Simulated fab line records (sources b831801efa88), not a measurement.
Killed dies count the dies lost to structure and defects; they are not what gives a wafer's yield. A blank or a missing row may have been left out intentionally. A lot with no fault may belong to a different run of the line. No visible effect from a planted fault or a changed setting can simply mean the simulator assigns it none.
fab line records ; flow gf180mcu
[record] lots = 15; wafers = 45; last_day = 34
route steps=602 shown HV_LDD@186 NSD@239
lots untouched by any fault: they come from a run of this same line in which no faults occurred
start_h: hours from the record's opening day to when the first of the lot's shown wafers began ; wait_h: hours from the lot's prior step to this one ; " unchanged from the row above ; L1.1+2: a row that stands for several wafers ; - value missing, or start not given ; * or withheld: withheld ; < > ~ a bound
route shown NAME@n: names a module that has steps shown in the file, with the first one's number in the route ; usual: mean/standard deviation taken from wafers without a fault ; same: alike in all rows ; chamber/n: place in a boat ; sites: per-site readings ; _std_site: standard deviation across them ; _edge_site: outer sites' mean less inner sites' ; radius_mm: how far each site lies from the wafer's centre ; mask NAME#n: copy n ; behind: the last tool/chamber to shape the wafer ; hold: reason for holding the lot/hours on hold/outcome of the hold ; device: transistor that didn't switch, given as n, p or np ; end of line: the same wafers' tests at the end of the route ; for a step that has no rows: nothing shown but its recipe ; killed: not the wafer's yield, but the dies lost to structure and defects at the first sort ; map: the dies of a wafer, with x for killed, . for not killed, _ for no die there
set.NAME: the setting that was run; set.NAME@STEP: the one run at that earlier step ; model.NAME: the simulator's own value behind a step, which no gauge read
a sample of lots followed through the steps of the route, with each step as a table and each wafer as a row
services: a tool's chamber out of use, with start hour (start_h, from the record's first day; less than 0 if before it), hours out, and reason
[[steps]]
[step GF_HV_LDD_STRIP_10]
[recipe] chemistry = O2/N2; power_w = 1400; pressure_mtorr = 1500; platen_temp_c = 250; o2_flow_sccm = 3000; n2_flow_sccm = 300; overash_fraction = 0.5
[usual] drypump_motor_current_A = 5.7/0.46; heater_power_w = 306/19; oes_product_au = 0.716/0.0042; strip_time_to_endpoint_s = 12.63/0.032
lot.wafer;tool;chamber;start_h;wait_h;drypump_motor_current_A;heater_power_w;oes_product_au;rf_hours_counter_h;strip_time_to_endpoint_s
L375.1;plasma_asher-01;1;217.81;0.1;5.2;336;0.709;56;12.65
L375.3;plasma_asher-01;1;217.81;0.1;5.3;339;0.719;-;12.63
L375.4;plasma_asher-01;0;217.81;0.1;6.6;308;0.726;-;12.60
L376.1;plasma_asher-01;0;222.41;0.1;6.6;303;0.710;57;12.59
L376.3;plasma_asher-01;0;222.41;0.1;6.6;309;0.721;-;12.57
L376.5;plasma_asher-01;0;222.41;0.1;6.6;303;0.718;-;12.56
L378.1;plasma_asher-01;0;241.81;0.1;6.6;305;0.720;59;12.62
L378.5;plasma_asher-01;0;241.81;0.1;6.6;306;0.716;-;12.64
L378.6;plasma_asher-01;1;241.81;0.1;5.3;338;0.713;-;12.62
L379.2;plasma_asher-03;0;247.41;0.1;5.6;293;0.719;48;12.61
L379.3;plasma_asher-03;1;247.41;0.1;5.5;306;0.717;-;12.60
L379.5;plasma_asher-03;1;247.41;0.1;5.5;308;0.711;-;12.60
L383.2;plasma_asher-03;0;274.93;0.1;5.5;290;0.712;50;12.66
L383.3;plasma_asher-03;0;274.93;0.1;5.5;295;0.715;-;12.62
L383.6;plasma_asher-03;0;274.93;0.1;5.5;293;0.723;-;12.65
L384.2;plasma_asher-01;1;284.93;0.1;5.2;334;0.722;64;12.62
L384.4;plasma_asher-01;1;284.93;0.1;5.2;344;0.716;-;12.60
L384.6;plasma_asher-01;1;284.93;0.1;5.2;329;0.716;-;12.56
L386.1;plasma_asher-02;0;296.20;0.1;5.6;259;0.718;19;12.71
L386.5;plasma_asher-02;0;296.20;0.1;5.6;266;0.713;-;12.64
L386.6;plasma_asher-02;1;296.20;0.1;5.3;313;0.710;-;12.61
L387.2;plasma_asher-02;1;304.71;0.1;5.3;307;0.714;21;12.63
L387.4;plasma_asher-02;0;304.71;0.1;5.7;262;0.708;-;12.64
L387.5;plasma_asher-02;1;304.71;0.1;5.3;304;0.724;-;12.67
L390.4;plasma_asher-01;1;331.29;0.1;5.3;331;0.718;-;12.62
L390.5;plasma_asher-01;0;331.29;0.1;6.6;307;0.712;-;12.63
L390.6;plasma_asher-01;1;331.29;0.1;5.3;333;0.715;-;12.62
L391.1;plasma_asher-03;0;333.65;0.1;5.6;284;0.713;57;12.65
L391.5;plasma_asher-03;0;333.65;0.1;5.6;290;0.710;-;12.70
L391.6;plasma_asher-03;1;333.65;0.1;5.5;306;0.717;-;12.68
L392.1;plasma_asher-01;1;340.01;0.1;5.2;332;0.716;70;12.65
L392.2;plasma_asher-01;0;340.01;0.1;6.6;312;0.705;70;12.62
L392.5;plasma_asher-01;0;340.01;0.1;6.6;310;0.716;-;12.64
L393.1;plasma_asher-03;0;348.50;0.1;5.5;292;0.722;59;12.69
L393.2;plasma_asher-03;1;348.50;0.1;5.5;304;0.720;59;12.65
L393.4;plasma_asher-03;0;348.50;0.1;5.5;286;0.717;-;12.61
L394.3;plasma_asher-01;1;358.03;0.1;5.2;340;0.712;-;12.62
L394.4;plasma_asher-01;0;358.03;0.1;6.6;314;0.721;-;12.66
L394.5;plasma_asher-01;0;358.03;0.1;6.6;305;0.712;-;12.63
L395.3;plasma_asher-03;0;365.08;0.1;5.6;291;0.720;-;12.65
L395.4;plasma_asher-03;1;365.08;0.1;5.5;297;0.707;-;12.63
L395.5;plasma_asher-03;0;365.08;0.1;5.6;294;0.716;-;12.66
L398.2;plasma_asher-03;1;389.92;0.1;5.5;303;0.717;63;12.61
L398.4;plasma_asher-03;0;389.92;0.1;5.6;292;0.714;-;12.63
L398.5;plasma_asher-03;1;389.92;0.1;5.5;298;0.715;-;12.60
[step GF_HV_LDD_OVL_MEAS_32]
[usual] HV_LDD_02_OVL = 0.7/1.7
lot.wafer;tool;chamber;start_h;wait_h;HV_LDD_02_OVL[nm]
L375.1;overlay-01;-;253.54;0.1;0.4
L375.3;overlay-01;-;253.54;0.1;3.7
L375.4;overlay-01;-;253.54;0.1;0.5
L376.1;overlay-02;-;259.71;0.1;1.3
L376.3;overlay-02;-;259.71;0.1;4.5
L376.5;overlay-02;-;259.71;0.1;2.3
L378.1;overlay-01;-;280.11;0.1;0.4
L378.5;overlay-01;-;280.11;0.1;2.6
L378.6;overlay-01;-;280.11;0.1;0.5
L379.2;overlay-02;-;286.00;0.1;1.1
L379.3;overlay-02;-;286.00;0.1;0.9
L379.5;overlay-02;-;286.00;0.1;0.2
L383.2;overlay-01;-;314.73;0.1;0.0
L383.3;overlay-01;-;314.73;0.1;0.2
L383.6;overlay-01;-;314.73;0.1;-1.3
L384.2;overlay-02;-;325.98;0.1;-1.7
L384.4;overlay-02;-;325.98;0.1;0.9
L384.6;overlay-02;-;325.98;0.1;-0.3
L386.1;overlay-01;-;337.57;0.1;2.8
L386.5;overlay-01;-;337.57;0.1;3.5
L386.6;overlay-01;-;337.57;0.1;3.1
L387.2;overlay-01;-;347.12;0.1;-0.1
L387.4;overlay-01;-;347.12;0.1;0.7
L387.5;overlay-01;-;347.12;0.1;3.5
L390.4;overlay-02;-;373.58;0.1;0.5
L390.5;overlay-02;-;373.58;0.1;0.0
L390.6;overlay-02;-;373.58;0.1;-0.6
L391.1;overlay-02;-;376.02;0.1;1.2
L391.5;overlay-02;-;376.02;0.1;1.0
L391.6;overlay-02;-;376.02;0.1;1.1
L392.1;overlay-01;-;382.87;0.1;2.6
L392.2;overlay-01;-;382.87;0.1;3.4
L392.5;overlay-01;-;382.87;0.1;3.7
L393.1;overlay-02;-;391.12;0.1;-3.6
L393.2;overlay-02;-;391.12;0.1;-3.0
L393.4;overlay-02;-;391.12;0.1;-2.0
L394.3;overlay-02;-;402.18;0.1;-1.4
L394.4;overlay-02;-;402.18;0.1;0.4
L394.5;overlay-02;-;402.18;0.1;-0.7
L395.3;overlay-01;-;410.23;0.1;1.8
L395.4;overlay-01;-;410.23;0.1;-0.3
L395.5;overlay-01;-;410.23;0.1;0.6
L398.2;overlay-02;-;436.97;0.1;1.3
L398.4;overlay-02;-;436.97;0.1;-0.7
L398.5;overlay-02;-;436.97;0.1;0.2
[step GF_NSD_EXPOSE_04]
[recipe] mask_id = Nplus; target_cd_nm = 400; na = 0.6; source_shape = conventional; sigma_outer = 0.6; dose_mj = 140
[usual] exposure_dose_mJ_cm2 = 139.90/0.15; focus_offset_nm = 0.0/0.51
lot.wafer;tool;chamber;start_h;wait_h;mask;exposure_dose_mJ_cm2;focus_offset_nm
L375.1;iline_stepper-01;0;287.75;-;Nplus#0;139.80;-0.2
L375.3;iline_stepper-01;0;287.75;-;Nplus#0;139.78;-0.6
L375.4;iline_stepper-01;0;287.75;-;Nplus#0;139.90;-0.8
L376.1;iline_stepper-02;0;293.45;-;Nplus#0;139.72;0.6
L376.3;iline_stepper-02;0;293.45;-;Nplus#0;139.81;-0.1
L376.5;iline_stepper-02;0;293.45;-;Nplus#0;140.08;0.1
L378.1;iline_stepper-02;0;315.48;-;Nplus#0;140.24;-0.7
L378.5;iline_stepper-02;0;315.48;-;Nplus#0;140.26;-0.6
L378.6;iline_stepper-02;0;315.48;-;Nplus#0;140.03;-0.4
L379.2;iline_stepper-02;0;320.04;-;Nplus#0;139.90;-0.1
L379.3;iline_stepper-02;0;320.04;-;Nplus#0;140.05;0.1
L379.5;iline_stepper-02;0;320.04;-;Nplus#0;139.78;-0.1
L383.2;iline_stepper-01;0;350.09;-;Nplus#0;139.89;0.0
L383.3;iline_stepper-01;0;350.09;-;Nplus#0;139.71;0.0
L383.6;iline_stepper-01;0;350.09;-;Nplus#0;139.87;-0.6
L384.2;iline_stepper-01;0;361.74;-;Nplus#0;139.99;-0.1
L384.4;iline_stepper-01;0;361.74;-;Nplus#0;140.02;0.1
L384.6;iline_stepper-01;0;361.74;-;Nplus#0;140.37;0.4
L386.1;iline_stepper-02;0;374.18;-;Nplus#0;139.85;-0.3
L386.5;iline_stepper-02;0;374.18;-;Nplus#0;140.00;-0.4
L386.6;iline_stepper-02;0;374.18;-;Nplus#0;139.96;0.4
L387.2;iline_stepper-01;0;383.17;-;Nplus#0;139.77;-0.8
L387.4;iline_stepper-01;0;383.17;-;Nplus#0;139.85;-0.3
L387.5;iline_stepper-01;0;383.17;-;Nplus#0;139.90;0.0
L390.4;iline_stepper-01;0;411.85;-;Nplus#0;140.17;-0.7
L390.5;iline_stepper-01;0;411.85;-;Nplus#0;139.78;-0.9
L390.6;iline_stepper-01;0;411.85;-;Nplus#0;139.85;-1.2
L391.1;iline_stepper-02;0;414.20;-;Nplus#0;140.07;-1.0
L391.5;iline_stepper-02;0;414.20;-;Nplus#0;139.88;-0.2
L391.6;iline_stepper-02;0;414.20;-;Nplus#0;139.87;-0.4
L392.1;iline_stepper-02;0;420.72;-;Nplus#0;139.98;-0.2
L392.2;iline_stepper-02;0;420.72;-;Nplus#0;139.76;0.7
L392.5;iline_stepper-02;0;420.72;-;Nplus#0;139.85;-0.8
L393.1;iline_stepper-01;-;430.14;-;Nplus#0;-;-
L393.2;iline_stepper-01;-;430.14;-;Nplus#0;-;-
L393.4;iline_stepper-01;-;430.14;-;Nplus#0;-;-
L394.3;iline_stepper-02;-;441.30;-;Nplus#0;-;-
L394.4;iline_stepper-02;-;441.30;-;Nplus#0;-;-
L394.5;iline_stepper-02;-;441.30;-;Nplus#0;-;-
L395.3;iline_stepper-02;-;451.01;-;Nplus#0;-;-
L395.4;iline_stepper-02;-;451.01;-;Nplus#0;-;-
L395.5;iline_stepper-02;-;451.01;-;Nplus#0;-;-
L398.2;iline_stepper-02;0;478.19;-;Nplus#0;139.89;1.0
L398.4;iline_stepper-02;0;478.19;-;Nplus#0;140.01;0.6
L398.5;iline_stepper-02;0;478.19;-;Nplus#0;139.95;0.3
[step GF_NSD_CD_MEAS_07]
[recipe] target_cd_nm = 400
[usual] cd_nm = 400/3.2
lot.wafer;tool;chamber;start_h;wait_h;cd_nm
L375.1;cd_sem-01;-;297.52;0.1;400
L375.3;cd_sem-01;-;297.52;0.1;398
L375.4;cd_sem-01;-;297.52;0.1;401
L376.1;cd_sem-01;-;303.37;0.1;402
L376.3;cd_sem-01;-;303.37;0.1;402
L376.5;cd_sem-01;-;303.37;0.1;401
L378.1;cd_sem-02;-;325.97;0.1;396
L378.5;cd_sem-02;-;325.97;0.1;393
L378.6;cd_sem-02;-;325.97;0.1;394
L379.2;cd_sem-02;-;330.75;0.1;399
L379.3;cd_sem-02;-;330.75;0.1;400
L379.5;cd_sem-02;-;330.75;0.1;399
L383.2;cd_sem-01;-;360.56;0.1;399
L383.3;cd_sem-01;-;360.56;0.1;397
L383.6;cd_sem-01;-;360.56;0.1;401
L384.2;cd_sem-02;-;371.85;0.1;395
L384.4;cd_sem-02;-;371.85;0.1;393
L384.6;cd_sem-02;-;371.85;0.1;395
L386.1;cd_sem-01;-;385.31;0.2;396
L386.5;cd_sem-01;-;385.31;0.2;396
L386.6;cd_sem-01;-;385.31;0.2;398
L387.2;cd_sem-01;-;393.36;0.1;400
L387.4;cd_sem-01;-;393.36;0.1;398
L387.5;cd_sem-01;-;393.36;0.1;400
L390.4;cd_sem-01;-;422.98;0.1;403
L390.5;cd_sem-01;-;422.98;0.1;403
L390.6;cd_sem-01;-;422.98;0.1;404
L391.1;cd_sem-01;-;425.34;0.1;402
L391.5;cd_sem-01;-;425.34;0.1;401
L391.6;cd_sem-01;-;425.34;0.1;404
L392.1;cd_sem-01;-;432.63;0.1;402
L392.2;cd_sem-01;-;432.63;0.1;406
L392.5;cd_sem-01;-;432.63;0.1;403
L393.1;cd_sem-01;-;441.87;0.2;-
L393.2;cd_sem-01;-;441.87;0.2;-
L393.4;cd_sem-01;-;441.87;0.2;-
L394.3;cd_sem-02;-;452.52;0.1;-
L394.4;cd_sem-02;-;452.52;0.1;-
L394.5;cd_sem-02;-;452.52;0.1;-
L395.3;cd_sem-01;-;462.32;0.1;-
L395.4;cd_sem-01;-;462.32;0.1;-
L395.5;cd_sem-01;-;462.32;0.1;-
L398.2;cd_sem-01;-;489.91;0.1;399
L398.4;cd_sem-01;-;489.91;0.1;401
L398.5;cd_sem-01;-;489.91;0.1;399
[[services]]
tool;chamber;start_h;hours;kind
iline_stepper-02;-;198.94;8.9;pm
iline_stepper-02;-;234.21;1.7;pm
plasma_asher-03;-;283.11;2.0;repair
plasma_asher-01;-;295.55;0.8;repair
plasma_asher-02;-;312.01;14.6;pm
plasma_asher-02;-;326.61;2.8;pm
iline_stepper-01;0;330.29;-;calibration
iline_stepper-01;-;333.68;1.7;pm
plasma_asher-03;-;350.75;0.9;repair
plasma_asher-03;-;356.29;1.5;repair
plasma_asher-03;-;361.43;0.4;repair
iline_stepper-02;0;404.62;-;calibration
iline_stepper-01;-;444.50;2.8;repair
plasma_asher-03;-;450.81;1.3;repair
iline_stepper-02;-;452.39;1.7;pm
[[key]]
[first_sign] step = GF_NSD_EXPOSE_04; reading = tool_record; direction = missing
effect none on later readings
met_at GF_NSD_EXPOSE_04
struck_lots L393,L394,L395
sort_left_out L393.1,L393.2,L393.4,L394.3,L394.4,L394.5,L395.3,L395.4,L395.5
tester_left_out L393,L394,L395
not_acting_at GF_HV_LDD_STRIP_10,GF_HV_LDD_OVL_MEAS_32,GF_NSD_CD_MEAS_07
onset_between 420.72 430.14
[fault] kind = skipped_step_whole; tool = iline_stepper-01,iline_stepper-02; chamber = -; onset_h = 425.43; steps = GF_NSD_EXPOSE_04; scope = struck_lots_only
// tester_left_out: of these lots the tester's yield and bins aren't shown, on N5 and GAA mostly nor the transistor test; their killed dies are dies lost to structure and defects alone, not to doping, threshold or leakage, so they don't give the yield
// sort_left_out: the simulated sort isn't trusted on such a fault, so these wafers' sort isn't shown, and their yield isn't known
